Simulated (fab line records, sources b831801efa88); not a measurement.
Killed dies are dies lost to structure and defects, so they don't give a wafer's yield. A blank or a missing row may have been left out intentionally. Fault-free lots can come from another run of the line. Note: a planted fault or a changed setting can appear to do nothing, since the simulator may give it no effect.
The tool behind it: which one? + flow sky130 + 13 lots with 39 wafers sampled at 4 steps, on a route of 708 steps

## WHAT EACH GAUGE READ, for each wafer
Not one reading of a measure or inspect step in the record can be checked against a usual standard deviation.

## WHICH TOOL RAN EACH LOT (tool, then ch and the chambers of the sampled wafers, then the start)
| lot  | SKY_SONOS_ONO_OXIDATION_00    | SKY_LI_CONTACT_CVD_21         | SKY_CONTACT_CMP_27            | SKY_METAL1_SPUTTER_01        |
|------|-------------------------------|-------------------------------|-------------------------------|------------------------------|
| L521 | furnace-01 ch 0, day 11 11:38 | cvd_w-02 ch 0,1, day 29 00:29 | cmp-02 ch 0,1,2, day 31 08:35 | pvd_sputter-02, day 31 08:49 |
| L522 | furnace-01 ch 0, day 11 18:05 | cvd_w-01 ch 0,1, day 29 07:05 | cmp-02 ch 2,3, day 31 17:57   | pvd_sputter-04, day 31 18:13 |
| L523 | furnace-02 ch 0, day 12 01:55 | cvd_w-01 ch 0,1, day 29 20:08 | cmp-01 ch 1,2,3, day 32 05:17 | pvd_sputter-03, day 32 05:37 |
| L524 | furnace-02 ch 0, day 12 09:10 | cvd_w-01 ch 0,1, day 30 12:35 | cmp-02 ch 0,1,2, day 32 21:13 | pvd_sputter-04, day 32 21:32 |
| L525 | furnace-01 ch 0, day 13 04:14 | cvd_w-02 ch 0,1, day 31 02:26 | cmp-02 ch 1,2, day 33 10:18   | pvd_sputter-03, day 33 10:37 |
| L526 | furnace-02 ch 0, day 13 18:38 | cvd_w-02 ch 0,1, day 31 07:59 | cmp-01 ch 0,2,3, day 33 16:14 | pvd_sputter-03, day 33 16:31 |
| L527 | furnace-01 ch 0, day 13 19:28 | cvd_w-02 ch 0,1, day 31 11:14 | cmp-01 ch 1,2,3, day 33 20:26 | pvd_sputter-03, day 33 20:36 |
| L528 | furnace-02 ch 0, day 14 09:47 | cvd_w-02 ch 0,1, day 32 03:02 | cmp-01 ch 2,3, day 34 11:16   | pvd_sputter-04, day 34 11:35 |
| L529 | furnace-01 ch 0, day 14 12:23 | cvd_w-02 ch 0,1, day 32 10:47 | cmp-02 ch 1,2,3, day 34 19:09 | pvd_sputter-04, day 34 19:28 |
| L535 | furnace-02 ch 0, day 16 07:13 | cvd_w-01 ch 0, day 34 22:26   | cmp-02 ch 0,3, day 37 06:27   | pvd_sputter-02, day 37 06:46 |
| L538 | furnace-02 ch 0, day 17 10:08 | cvd_w-02 ch 0,1, day 35 00:17 | cmp-01 ch 0,1,3, day 37 08:10 | pvd_sputter-02, day 37 08:24 |
| L539 | furnace-01 ch 0, day 17 20:01 | cvd_w-02 ch 0,1, day 35 09:40 | cmp-02 ch 2,3, day 37 17:21   | pvd_sputter-04, day 37 17:37 |
| L543 | furnace-01 ch 0, day 19 15:37 | cvd_w-02 ch 0,1, day 37 01:27 | cmp-02 ch 0,1,2, day 39 08:03 | pvd_sputter-03, day 39 08:22 |
- SKY_SONOS_ONO_OXIDATION_00: stabilise 600 s, purge 300 s, target thk 2.6 nm.
- SKY_LI_CONTACT_CVD_21: deposits W, target thk 400 nm, time 120.56 s.
- SKY_CONTACT_CMP_27: polishes, stops on SiO2, t overpolish 15 s, target thk 0 nm.
- SKY_METAL1_SPUTTER_01: material TiN, target thk 20 nm, time 16.7 s.

## WHAT THE TOOLS THEMSELVES READ (means of the sampled wafers that have a number; where no wafer has one, the mark that the record gives instead)
SKY_SONOS_ONO_OXIDATION_00. Usual: ramp_up_c_per_min 9.9999, standard deviation 0.0018; spike_tc_centre_C 800.0 C, standard deviation 1.2; spike_tc_upper_C 799.4 C, standard deviation 1.1; zone_power_upper_pct 13.8 %, standard deviation 0.53.
| lot  | tool       | ramp_up_c_per_min | spike_tc_centre_C (C) | spike_tc_upper_C (C) | zone_power_upper_pct (%) | flag |
|------|------------|-------------------|-----------------------|----------------------|--------------------------|------|
| L521 | furnace-01 | 9.9993            | 800.3                 | 800.3                | 14.2                     |      |
| L522 | furnace-01 | 9.9986            | 799.0                 | 799.4                | 14.2                     |      |
| L523 | furnace-02 | 10.0002           | 799.3                 | 797.7                | 13.2                     |      |
| L524 | furnace-02 | 9.9993            | 799.6                 | 799.3                | 13.3                     |      |
| L525 | furnace-01 | 10.0008           | 800.8                 | 799.0                | 14.3                     |      |
| L526 | furnace-02 | 10.0008           | 798.2                 | 798.5                | 13.5                     |      |
| L527 | furnace-01 | 10.0002           | 800.1                 | 799.2                | 14.3                     |      |
| L528 | furnace-02 | 9.9984            | 799.0                 | 798.8                | 13.3                     |      |
| L529 | furnace-01 | 9.9986            | 800.0                 | 800.3                | 14.3                     |      |
| L535 | furnace-02 | 10.0007           | 803.1                 | 765.5                | 3.4                      | OFF  |
| L538 | furnace-02 | 9.9993            | 804.8                 | 765.8                | 3.4                      | OFF  |
| L539 | furnace-01 | 10.0000           | 800.3                 | 799.3                | 14.2                     |      |
| L543 | furnace-01 | 9.9990            | 800.1                 | 799.6                | 14.2                     |      |

SKY_LI_CONTACT_CVD_21. Usual: heater_power_w 800 W, standard deviation 39.
| lot  | tool     | heater_power_w (W) | flag |
|------|----------|--------------------|------|
| L521 | cvd_w-02 | 791                |      |
| L522 | cvd_w-01 | 759                |      |
| L523 | cvd_w-01 | 758                |      |
| L524 | cvd_w-01 | 765                |      |
| L525 | cvd_w-02 | 809                |      |
| L526 | cvd_w-02 | 824                |      |
| L527 | cvd_w-02 | 803                |      |
| L528 | cvd_w-02 | 814                |      |
| L529 | cvd_w-02 | 812                |      |
| L535 | cvd_w-01 | 763                |      |
| L538 | cvd_w-02 | 819                |      |
| L539 | cvd_w-02 | 810                |      |
| L543 | cvd_w-02 | 810                |      |

SKY_CONTACT_CMP_27. Usual: motor_current_A 10.4 A, standard deviation 1.1; overpolish_run_s 14.999 s, standard deviation 0.0092; slurry_flow_ml_min 149.9, standard deviation 0.44; time_to_endpoint_s 82 s, standard deviation 4.5.
| lot  | tool   | motor_current_A (A) | overpolish_run_s (s) | slurry_flow_ml_min | time_to_endpoint_s (s) | flag |
|------|--------|---------------------|----------------------|--------------------|------------------------|------|
| L521 | cmp-02 | 10.7                | 14.994               | 150.1              | 84                     |      |
| L522 | cmp-02 | 9.3                 | 14.997               | 150.2              | 81                     |      |
| L523 | cmp-01 | 10.2                | 14.997               | 149.9              | 85                     |      |
| L524 | cmp-02 | 10.6                | 15.011               | 150.0              | 86                     |      |
| L525 | cmp-02 | 9.4                 | 15.003               | 150.9              | 84                     |      |
| L526 | cmp-01 | 10.7                | 15.008               | 149.2              | 82                     |      |
| L527 | cmp-01 | 9.9                 | 15.006               | 149.9              | 82                     |      |
| L528 | cmp-01 | 10.5                | 15.002               | 148.9              | 80                     |      |
| L529 | cmp-02 | 10.0                | 14.998               | 150.1              | 81                     |      |
| L535 | cmp-02 | 11.6                | 14.998               | 149.9              | 81                     |      |
| L538 | cmp-01 | 9.7                 | 15.003               | 149.3              | 76                     |      |
| L539 | cmp-02 | 10.2                | 15.007               | 150.0              | 79                     |      |
| L543 | cmp-02 | 10.8                | 15.001               | 150.2              | 88                     |      |

SKY_METAL1_SPUTTER_01. Usual: throttle_valve_pct 30.0 %, standard deviation 1.3.
| lot  | tool           | throttle_valve_pct (%) | flag |
|------|----------------|------------------------|------|
| L521 | pvd_sputter-02 | 29.6                   |      |
| L522 | pvd_sputter-04 | 31.4                   |      |
| L523 | pvd_sputter-03 | 30.2                   |      |
| L524 | pvd_sputter-04 | 31.2                   |      |
| L525 | pvd_sputter-03 | 29.4                   |      |
| L526 | pvd_sputter-03 | 29.6                   |      |
| L527 | pvd_sputter-03 | 30.1                   |      |
| L528 | pvd_sputter-04 | 29.9                   |      |
| L529 | pvd_sputter-04 | 30.1                   |      |
| L535 | pvd_sputter-02 | 30.0                   |      |
| L538 | pvd_sputter-02 | 29.5                   |      |
| L539 | pvd_sputter-04 | 29.0                   |      |
| L543 | pvd_sputter-03 | 29.5                   |      |

## THE ANSWER, worked out from the rows above alone
Rule: a lot is off if the mean of its wafers that have a number lies more than 3 standard deviations from the usual mean. Also off: a lot with no number at a reading for which 4 or more lots have one. The other lots that the step has rows for count as sound. First the gauges in route order, then the tools' own readings, where a lot's mean is used as printed above. The first step at which some lot is off is used, and at that step the reading that is off furthest; a lot without a number counts as furthest.
Off: L535, L538, at SKY_SONOS_ONO_OXIDATION_00 (spike_tc_upper_C).
If a tool, at that step or one of the process steps before it, ran each lot that is off and ran no sound lot following the first of them, it fits. One fits: SKY_SONOS_ONO_OXIDATION_00 on furnace-02. A fault onset in the window from L528 (day 14 09:47, its last sound lot) to L535 (day 16 07:13, its first lot off) fits.
The tool's own readings at SKY_SONOS_ONO_OXIDATION_00 bear it out: on the lots that are off they differ by more than 5 times the standard deviation of the sound lots' means. spike_tc_centre_C reads 804.0 C there against 799.7 C on the sound lots; spike_tc_upper_C reads 765.6 C there against 799.2 C on the sound lots; zone_power_upper_pct reads 3.4 % there against 13.9 % on the sound lots.

## WHAT HAD BEEN PUT IN BY THE SIMULATOR
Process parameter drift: furnace-02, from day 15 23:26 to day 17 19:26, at SKY_SONOS_ONO_OXIDATION_00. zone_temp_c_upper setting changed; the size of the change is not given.
Lots struck among those shown: L535, L538. The rule given above showed the same thing.
